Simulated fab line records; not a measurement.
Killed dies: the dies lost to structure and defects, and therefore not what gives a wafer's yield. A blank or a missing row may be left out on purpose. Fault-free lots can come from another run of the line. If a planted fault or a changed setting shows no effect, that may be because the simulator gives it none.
Matching of chambers | flow gf180mcu | GF_V4_CMP_04 on cmp-02 has 4 sister chambers
The step polishes SiO2. 7 wafers are shown with their chamber, then 7 later ones without.

EACH WAFER AND ITS CHAMBER
wafer  | chamber | motor-current-A (A) | time-to-endpoint-s (s)
L330.5 | 3       | 13.3                | 86
L331.4 | 0       | 12.3                | 89
L331.6 | 3       | 13.5                | 84
L335.6 | 2       | 11.2                | 81
L336.4 | 0       | 11.8                | 90
L336.6 | 1       | 13.7                | 92
L337.1 | 1       | 13.8                | 86

WAFERS WITH NO CHAMBER GIVEN
wafer  | motor-current-A (A) | time-to-endpoint-s (s)
L337.2 | 10.9                | 74
L337.6 | 13.3                | 79
L341.2 | 12.9                | 92
L341.5 | 13.5                | 85
L341.6 | 10.9                | 85
L346.2 | 10.9                | 79
L346.5 | 13.2                | 91

WHICH CHAMBER EACH ONE RAN IN
wafer  | from the rows above          | in truth
L337.2 | 2                            | 2
L337.6 | can't be placed: 3 or 1      | 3
L341.2 | can't be placed: 3 or 0 or 1 | 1
L341.5 | can't be placed: 3 or 1      | 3
L341.6 | 2                            | 2
L346.2 | 2                            | 2
L346.5 | can't be placed: 3 or 1      | 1
Placed correctly: 3 of 7. Cannot be placed on the basis of these rows: 4; the candidates contain the true chamber in 4. Number placed wrongly: 0.
How it was worked out, from the rows above alone: a wafer's distance from a chamber is the root of the sum, over the readings, of the square of ((its reading less the chamber's mean) divided by the reading's scatter). If the next closest chamber is less than 2 further off than the closest, the wafer can't be placed; otherwise it belongs to the closest. The mean given for a chamber averages the wafers shown for that chamber. The scatter is the square root of a quotient: the sum, over the shown wafers, of each reading's squared deviation from its chamber's mean, divided by wafers minus chambers.
